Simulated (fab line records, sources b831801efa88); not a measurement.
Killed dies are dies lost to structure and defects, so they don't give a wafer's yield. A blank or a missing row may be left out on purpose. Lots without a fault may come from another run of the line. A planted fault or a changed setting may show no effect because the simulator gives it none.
Which tool did it? | flow gf180mcu | 11 lots, 33 wafers sampled, at 4 steps of a route of 602

WHAT THE GAUGES READ, wafer by wafer
GF_V2_RS_MEAS_24: measures by four-point-probe.
lot  | measured     | on            | V2_W_RS (ohm/sq)
L614 | day 20 05:53 | film_metro-02 | 0.328 0.330 0.327
L616 | day 21 08:49 | film_metro-04 | 0.335 0.331 0.333
L623 | day 23 15:52 | film_metro-04 | 0.325 0.329 0.331
L626 | day 24 16:52 | film_metro-03 | 0.320 0.320 0.320
L628 | day 25 15:05 | film_metro-04 | 0.326 0.332 0.324
L629 | day 26 00:40 | film_metro-02 | 0.348 0.344 0.351
L630 | day 26 01:34 | film_metro-04 | 0.361 0.354 0.356
L631 | day 26 08:43 | film_metro-04 | 0.331 0.331 0.328
L632 | day 26 17:04 | film_metro-03 | 0.356 0.348 0.349
L633 | day 27 02:40 | film_metro-03 | 0.330 0.333 0.330
L637 | day 28 02:06 | film_metro-04 | 0.326 0.326 0.330

WHICH TOOL RAN EACH LOT (tool, then ch and the chambers of the sampled wafers, then the start)
lot  | GF_M2_METAL_ETCH_16               | GF_V2_STRIP_18                       | GF_V2_CVD_23
L614 | rie_metal-03 ch 0,1, day 19 02:32 | plasma_asher-01 ch 0,1, day 20 05:08 | cvd_w-01 ch 0,1, day 20 05:46
L616 | rie_metal-02 ch 0,1, day 20 06:08 | plasma_asher-04 ch 0,1, day 21 08:04 | cvd_w-01 ch 1, day 21 08:42
L623 | rie_metal-03 ch 0,1, day 22 14:49 | plasma_asher-01 ch 0,1, day 23 15:07 | cvd_w-01 ch 0,1, day 23 15:46
L626 | rie_metal-02 ch 0,1, day 23 15:50 | plasma_asher-03 ch 0,1, day 24 15:47 | cvd_w-02 ch 0,1, day 24 16:46
L628 | rie_metal-03 ch 0,1, day 24 15:03 | plasma_asher-04 ch 0,1, day 25 14:20 | cvd_w-02 ch 0,1, day 25 14:58
L629 | rie_metal-03 ch 0,1, day 25 00:08 | plasma_asher-03 ch 0,1, day 25 23:54 | cvd_w-02 ch 0,1, day 26 00:32
L630 | rie_metal-01 ch 1, day 25 02:35   | plasma_asher-04 ch 0,1, day 26 00:49 | cvd_w-02 ch 1, day 26 01:27
L631 | rie_metal-01 ch 0,1, day 25 08:26 | plasma_asher-03 ch 0,1, day 26 07:58 | cvd_w-01 ch 0,1, day 26 08:36
L632 | rie_metal-01 ch 0,1, day 25 17:58 | plasma_asher-04 ch 0,1, day 26 16:13 | cvd_w-02 ch 0,1, day 26 16:56
L633 | rie_metal-01 ch 0,1, day 26 03:30 | plasma_asher-01 ch 0,1, day 27 01:50 | cvd_w-01 ch 0,1, day 27 02:33
L637 | rie_metal-01 ch 0,1, day 27 03:59 | plasma_asher-03 ch 0,1, day 28 01:16 | cvd_w-01 ch 0,1, day 28 01:58
- GF_M2_METAL_ETCH_16: etches the open film in Cl2/BCl3, stops on SiO2, target depth 750.8 nm, time 125.1 s.
- GF_V2_STRIP_18: strips in O2/N2.
- GF_V2_CVD_23: deposits W, target thk 350 nm, time 104.94 s.

THE ANSWER, worked out from the rows above alone
Rule: what is usual is taken from the lots themselves. Put in order of their means at a reading, lots are off if they are a third of the lots or fewer, leave a main group of 4 or more, and stand apart from it by a gap of 3 or more times the standard deviation of the main group's means; of several such gaps the widest counts. A main group whose means are all the same, to the digits that the tables above print for the reading, isn't used. A lot without any number at a reading at which 4 lots or more have one is off too. The other lots that the step has rows for count as sound.
Off: L629, L630, L632, at GF_V2_RS_MEAS_24 (V2_W_RS). The main group: mean 0.328 ohm/sq, standard deviation 0.0036.
A tool fits if, at a process step before that reading, it ran every lot that is off, and no sound lot after the first of them. The gauges at GF_V2_RS_MEAS_24 are tried like those tools. One fits: cvd_w-02 at GF_V2_CVD_23. Its last sound lot is L628 (day 25 14:58), its first lot that is off L629 (day 26 00:32): a fault that began between those two fits.

WHAT THE SIMULATOR HAD PUT IN
Process parameter drift: cvd_w-02, from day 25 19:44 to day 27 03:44, at GF_V2_CVD_23. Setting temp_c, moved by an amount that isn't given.
Lots struck among those shown: L629, L630, L632. The rule above found the same.
